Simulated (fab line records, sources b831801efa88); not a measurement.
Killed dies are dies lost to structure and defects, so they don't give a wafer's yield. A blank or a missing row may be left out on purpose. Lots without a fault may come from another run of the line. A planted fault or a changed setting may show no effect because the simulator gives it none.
Chamber matching | flow sky130 | SKY_CONTACT_CMP_27 on cmp-02: 4 sister chambers
The step polishes, stops on SiO2, t overpolish 15 s, target thk 0 nm. 4 wafers are shown with their chamber, then 7 later ones without.

WAFERS WITH THEIR CHAMBER
wafer  | chamber | motor_current_A (A)
L503.5 | 1       | 10.7
L504.2 | 3       | 10.0
L506.1 | 2       | 10.3
L506.3 | 0       | 13.3

WAFERS WITHOUT THEIR CHAMBER
wafer  | motor_current_A (A)
L506.5 | 11.1
L509.3 | 10.5
L509.5 | 11.1
L509.6 | 13.4
L512.2 | 10.5
L512.3 | 10.9
L512.4 | 12.9

WHICH CHAMBER EACH WENT THROUGH
wafer  | from the rows above          | in truth
L506.5 | can't be placed: 1 or 2      | 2
L509.3 | can't be placed: 1 or 2 or 3 | 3
L509.5 | can't be placed: 1 or 2      | 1
L509.6 | 0                            | 0
L512.2 | can't be placed: 1 or 2 or 3 | 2
L512.3 | can't be placed: 1 or 2      | 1
L512.4 | 0                            | 0
Placed correctly: 2 of 7. Can't be placed from these rows: 5 (the true chamber is among the candidates in 5). Placed wrongly: 0.
How it was worked out, from the rows above alone: a wafer's distance from a chamber is the root of the sum, over the readings, of the square of ((its reading less the chamber's mean) divided by the reading's scatter). The wafer belongs to the nearest chamber; if the next one is less than 2 further off, it can't be placed. A chamber's mean is the mean of its shown wafers. The scatter: with one shown wafer a chamber, the root of the mean of the squares of how far each hidden wafer lies from its nearest shown one.
